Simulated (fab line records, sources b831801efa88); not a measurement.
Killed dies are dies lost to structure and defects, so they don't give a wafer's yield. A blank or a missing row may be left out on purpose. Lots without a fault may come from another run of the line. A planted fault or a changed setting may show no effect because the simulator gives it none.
Which tool did it? | flow gf180mcu | 6 lots, 18 wafers sampled, at 3 steps of a route of 602

WHAT THE GAUGES READ, wafer by wafer
GF_HV_LDD_TW_MEAS_38.
lot  | measured     | on            | HV_LDD_3_TW
L201 | day 12 06:23 | film_metro-01 | 1433 1433 1436
L204 | day 13 02:44 | film_metro-02 | 1392 1399 1397
L210 | day 15 07:29 | film_metro-03 | 1440 1444 1443
L215 | day 16 19:15 | film_metro-01 | 1432 1436 1423
L219 | day 18 03:27 | film_metro-02 | 1435 1441 1437
L222 | day 18 22:35 | film_metro-03 | 1432 1441 1431

WHICH TOOL RAN EACH LOT (tool, then ch and the chambers of the sampled wafers, then the start)
lot  | GF_HV_LDD_STRIP_10                   | GF_HV_LDD_IMPLANT_35
L201 | plasma_asher-01 ch 0,1, day 10 16:34 | implanter-01 ch 0, day 12 06:01
L204 | plasma_asher-01 ch 0,1, day 11 11:35 | implanter-01 ch 0, day 13 02:22
L210 | plasma_asher-02 ch 0, day 13 13:22   | implanter-02 ch 0, day 15 07:04
L215 | plasma_asher-04 ch 1, day 14 22:15   | implanter-01 ch 0, day 16 18:52
L219 | plasma_asher-02 ch 0,1, day 16 05:23 | implanter-02 ch 0, day 18 03:04
L222 | plasma_asher-01 ch 0,1, day 16 22:40 | implanter-01 ch 0, day 18 22:14
- GF_HV_LDD_STRIP_10: strips in O2/N2.
- GF_HV_LDD_IMPLANT_35

THE ANSWER, worked out from the rows above alone
Rule: what is usual is taken from the lots themselves. Put in order of their means at a reading, lots are off if they are a third of the lots or fewer, leave a main group of 4 or more, and stand apart from it by a gap of 3 or more times the standard deviation of the main group's means; of several such gaps the widest counts. A main group whose means are all the same, to the digits that the tables above print for the reading, isn't used. A lot without any number at a reading at which 4 lots or more have one is off too. The other lots that the step has rows for count as sound.
Off: L204, at GF_HV_LDD_TW_MEAS_38 (HV_LDD_3_TW). The main group: mean 1436, standard deviation 4.
A tool fits if, at a process step before that reading, it ran every lot that is off, and no sound lot after the first of them. The gauges at GF_HV_LDD_TW_MEAS_38 are tried like those tools. None of those tried fits.

WHAT THE SIMULATOR HAD PUT IN
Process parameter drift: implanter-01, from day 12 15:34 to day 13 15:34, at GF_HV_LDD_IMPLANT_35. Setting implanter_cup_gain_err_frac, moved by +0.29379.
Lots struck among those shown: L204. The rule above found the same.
